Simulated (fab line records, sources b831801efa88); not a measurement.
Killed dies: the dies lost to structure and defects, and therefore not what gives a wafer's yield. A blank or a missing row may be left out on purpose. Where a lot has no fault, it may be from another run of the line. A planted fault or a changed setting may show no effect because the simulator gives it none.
One fault through the eyes of 2 desks ; flow sky130 ; each desk holds nothing but its own numbers, with what lay behind them at the end

THE TOOL OWNER'S DESK: hdpcvd-02
The tool's own readings at SKY_VIA1_HDPCVD_00 (deposits SiO2, target thk 1030 nm, time 171.7 s): means of the sampled wafers that have a number, for each lot that ran on this tool. The brackets show how far a lot's mean lies from the usual mean; more than 4 standard deviations puts the lot out of limits, marked OUT.
Columns: A = run length s at SKY_VIA1_HDPCVD_00, usual 199.5 s; B = susceptor temp C at SKY_VIA1_HDPCVD_00, usual 400.02 C
lot;first seen here;A;B
L110;day 32 21:38;199.4;400.02
L116;day 35 02:55;199.6;400.04
L117;day 35 09:34;199.0;399.90
L120;day 36 06:38;181.7 (-34) OUT;-
L121;day 36 15:45;181.7 (-34) OUT;-
L129;day 39 06:58;199.3;400.10
This desk's verdict: out of limits on L120, L121, starting with L120 at day 36 06:38 (run length s at SKY_VIA1_HDPCVD_00). L110, L116, L117, L129 stayed within limits.

FROM THE METROLOGY DESK
What the gauges read for every lot (on any tool): the sampled wafers with a number, averaged. The brackets show how far a lot's mean lies from the usual mean; more than 4 standard deviations puts the lot out of limits, marked OUT.
Columns: A = VIA1_HDPCVD_THK at SKY_VIA1_THK_MEAS_01, usual 1036 nm; B = VIA1_W_RS at SKY_VIA1_RS_MEAS_22, usual 0.428 ohm/sq
lot;first seen here;A;B
L110;day 32 21:46;1021;0.429
L116;day 35 03:02;1027;0.424
L117;day 35 09:40;1024;0.431
L118;day 35 21:22;1026;0.435
L120;day 36 06:46;918 (-8.5) OUT;0.422
L121;day 36 15:52;915 (-8.6) OUT;0.430
L127;day 38 23:18;1041;0.420
L128;day 39 04:19;1039;0.426
L129;day 39 07:05;1031;0.418
L132;day 39 21:08;1046;0.434
L131;day 39 23:34;1035;0.429
This desk finds L120, L121 out of limits, with the earliest case on L120 at day 36 06:46 (VIA1_HDPCVD_THK at SKY_VIA1_THK_MEAS_01). L110, L116, L117, L118, L127, L128, L129, L132, L131 stayed within limits.

BROUGHT TOGETHER
An alarm could have come from the tool owner's desk at day 36 06:38, on L120, L121.
On L120, L121, the metrology desk was in a position to raise an alarm at day 36 06:46.
The lots listed all ran SKY_VIA1_HDPCVD_00 on hdpcvd-02.

WHAT THE SIMULATOR HAD PUT IN
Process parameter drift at SKY_VIA1_HDPCVD_00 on hdpcvd-02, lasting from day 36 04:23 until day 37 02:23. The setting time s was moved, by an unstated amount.
Struck lots among those shown: L120, L121.
Counting hours from when the fault started, the first reading out of limits came at 2 for the tool owner's desk and at 2 for the metrology desk.
